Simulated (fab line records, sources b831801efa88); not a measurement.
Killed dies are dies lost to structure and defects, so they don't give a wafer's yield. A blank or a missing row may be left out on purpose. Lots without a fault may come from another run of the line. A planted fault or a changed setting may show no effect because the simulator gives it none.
Which tool did it? | flow sky130 | 11 lots, 33 wafers sampled, at 6 steps of a route of 708

WHAT THE GAUGES READ, wafer by wafer
SKY_FIELD_ISO_THK_MEAS_23.
lot  | measured    | on            | FIELD_ISO_OXIDATION_01_THK (nm)
L937 | day 2 05:52 | film_metro-03 | 10.11 10.27 10.28
L940 | day 3 02:13 | film_metro-03 | 10.38 10.36 10.34
L945 | day 3 22:34 | film_metro-03 | 10.05 10.13 10.03
L947 | day 4 11:32 | film_metro-01 | 9.95 10.03 9.92
L954 | day 6 03:29 | film_metro-03 | 10.11 10.09 10.09
L955 | day 6 03:29 | film_metro-01 | 10.21 10.10 10.19
L956 | day 6 13:21 | film_metro-01 | 10.09 10.33 10.27
L957 | day 6 22:33 | film_metro-03 | 10.05 9.69 9.74
L958 | day 6 22:34 | film_metro-02 | 9.86 9.91 10.01
L959 | day 7 08:16 | film_metro-02 | 9.62 9.76 9.68
L960 | day 7 09:26 | film_metro-03 | 9.88 10.12 10.11

SKY_NWELL_THK_MEAS_02.
lot  | measured    | on            | NWELL_OXIDATION_THK (nm)
L937 | day 2 10:21 | film_metro-04 | 10.13 10.25 10.32
L940 | day 3 06:32 | film_metro-04 | 9.65 9.75 9.71
L945 | day 4 03:10 | film_metro-04 | 10.30 10.27 10.24
L947 | day 4 18:08 | film_metro-01 | 10.50 10.23 10.40
L954 | day 6 19:01 | film_metro-01 | 9.94 9.86 9.88
L955 | day 6 19:01 | film_metro-04 | 9.74 9.78 9.89
L956 | day 7 01:27 | film_metro-03 | 9.71 9.70 9.66
L957 | day 7 07:05 | film_metro-04 | 9.85 9.78 9.71
L958 | day 7 05:43 | film_metro-04 | 9.99 10.01 9.74
L959 | day 7 14:21 | film_metro-01 | 10.17 10.02 10.00
L960 | day 7 14:21 | film_metro-04 | 9.84 10.09 9.76

SKY_NWELL_OVL_MEAS_10.
lot  | measured     | on         | NWELL_00_OVL (nm)
L937 | day 4 09:46  | overlay-01 | 1.7 -0.1 0.9
L940 | day 5 08:07  | overlay-02 | -0.1 -1.8 -0.3
L945 | day 6 07:41  | overlay-01 | 0.6 -0.2 -0.4
L947 | day 6 22:38  | overlay-02 | - - -
L954 | day 9 06:52  | overlay-02 | 0.4 0.2 1.0
L955 | day 9 07:13  | overlay-02 | 0.9 2.5 0.6
L956 | day 9 13:58  | overlay-01 | 0.1 1.9 0.3
L957 | day 9 20:40  | overlay-01 | -3.0 -1.3 -1.1
L958 | day 9 19:59  | overlay-01 | 1.5 3.0 0.4
L959 | day 10 05:29 | overlay-01 | -0.1 -0.4 1.2
L960 | day 10 04:58 | overlay-01 | 1.2 0.5 1.3

SKY_NWELL_TW_MEAS_15.
lot  | measured     | on            | NWELL_TW
L937 | day 4 10:21  | film_metro-04 | 1800 1799 1796
L940 | day 5 08:42  | film_metro-03 | 1782 1794 1798
L945 | day 6 08:16  | film_metro-01 | 1835 1836 1819
L947 | day 6 23:13  | film_metro-04 | 30 30 30
L954 | day 9 07:27  | film_metro-04 | 1796 1785 1792
L955 | day 9 07:48  | film_metro-04 | 1795 1789 1791
L956 | day 9 14:34  | film_metro-01 | 1848 1842 1837
L957 | day 9 21:16  | film_metro-03 | 1793 1780 1783
L958 | day 9 20:34  | film_metro-01 | 1827 1825 1828
L959 | day 10 06:04 | film_metro-03 | 1789 1798 1800
L960 | day 10 05:34 | film_metro-03 | 1797 1801 1796

WHICH TOOL RAN EACH LOT (tool, then ch and the chambers of the sampled wafers, then the start)
lot  | SKY_NWELL_EXPOSE_07                | SKY_NWELL_STRIP_14
L937 | iline_stepper-01 ch 0, day 4 01:52 | plasma_asher-02 ch 0,1, day 4 10:15
L940 | iline_stepper-02 ch 0, day 4 23:23 | plasma_asher-04 ch 0,1, day 5 08:36
L945 | iline_stepper-01 ch 0, day 5 22:58 | plasma_asher-03 ch 0,1, day 6 08:10
L947 | iline_stepper-01 ch 0, day 6 13:49 | plasma_asher-04 ch 0, day 6 23:07
L954 | iline_stepper-01 ch 0, day 8 21:03 | plasma_asher-03 ch 0,1, day 9 07:21
L955 | iline_stepper-02 ch 0, day 8 21:21 | plasma_asher-02 ch 0, day 9 07:42
L956 | iline_stepper-02 ch 0, day 9 03:28 | plasma_asher-03 ch 0,1, day 9 14:28
L957 | iline_stepper-02 ch 0, day 9 09:23 | plasma_asher-03 ch 0,1, day 9 21:09
L958 | iline_stepper-02 ch 0, day 9 08:53 | plasma_asher-04 ch 0,1, day 9 20:29
L959 | iline_stepper-01 ch 0, day 9 18:41 | plasma_asher-03 ch 0,1, day 10 05:58
L960 | iline_stepper-02 ch 0, day 9 17:58 | plasma_asher-02 ch 0,1, day 10 05:28
- SKY_NWELL_EXPOSE_07: exposes mask NWM, target cd 840 nm.
- SKY_NWELL_STRIP_14: strips in O2/N2.

WHAT THE TOOLS THEMSELVES READ (means of the sampled wafers that have a number; where no wafer has one, the mark that the record gives instead)
SKY_NWELL_EXPOSE_07.
lot  | tool             | stage_vel_mm_s (mm/s)
L937 | iline_stepper-01 | 500.28
L940 | iline_stepper-02 | 499.98
L945 | iline_stepper-01 | 499.93
L947 | iline_stepper-01 | 500.08
L954 | iline_stepper-01 | 500.12
L955 | iline_stepper-02 | 499.81
L956 | iline_stepper-02 | 499.99
L957 | iline_stepper-02 | 499.96
L958 | iline_stepper-02 | 500.16
L959 | iline_stepper-01 | 499.73
L960 | iline_stepper-02 | 499.83

SKY_NWELL_STRIP_14.
lot  | tool            | drypump_motor_current_A (A) | oes_product_au (a.u.) | strip_time_to_endpoint_s (s)
L937 | plasma_asher-02 | 6.02                        | 0.724                 | 37.05
L940 | plasma_asher-04 | 5.36                        | 0.725                 | 37.15
L945 | plasma_asher-03 | 5.82                        | 0.723                 | 36.97
L947 | plasma_asher-04 | 5.52                        | 0.724                 | 37.05
L954 | plasma_asher-03 | 5.78                        | 0.730                 | 36.92
L955 | plasma_asher-02 | 6.00                        | 0.723                 | 36.88
L956 | plasma_asher-03 | 5.83                        | 0.723                 | 36.92
L957 | plasma_asher-03 | 5.81                        | 0.720                 | 37.01
L958 | plasma_asher-04 | 5.36                        | 0.725                 | 37.12
L959 | plasma_asher-03 | 5.78                        | 0.721                 | 37.00
L960 | plasma_asher-02 | 6.02                        | 0.720                 | 37.21

THE ANSWER, worked out from the rows above alone
Rule: what is usual is taken from the lots themselves. Put in order of their means at a reading, lots are off if they are a third of the lots or fewer, leave a main group of 4 or more, and stand apart from it by a gap of 3 or more times the standard deviation of the main group's means; of several such gaps the widest counts. A main group whose means are all the same, to the digits that the tables above print for the reading, isn't used. A lot without any number at a reading at which 4 lots or more have one is off too. The other lots that the step has rows for count as sound. The gauges are gone through in route order, then the tools' own readings, and for those a lot's mean is taken as printed above. The first step at which some lot is off is used, and at that step the reading that is off furthest; a lot without a number counts as furthest.
Off: L947, at SKY_NWELL_OVL_MEAS_10 (NWELL_00_OVL). Without a number there: L947. The main group: mean 0.4 nm, standard deviation 0.97.
A tool fits if, at a process step before that reading, it ran every lot that is off, and no sound lot after the first of them. The gauges at SKY_NWELL_OVL_MEAS_10 aren't tried: what is off there is off at SKY_NWELL_TW_MEAS_15 too, on other tools, and a gauge's error can't cause that. None of those tried fits.

WHAT THE SIMULATOR HAD PUT IN
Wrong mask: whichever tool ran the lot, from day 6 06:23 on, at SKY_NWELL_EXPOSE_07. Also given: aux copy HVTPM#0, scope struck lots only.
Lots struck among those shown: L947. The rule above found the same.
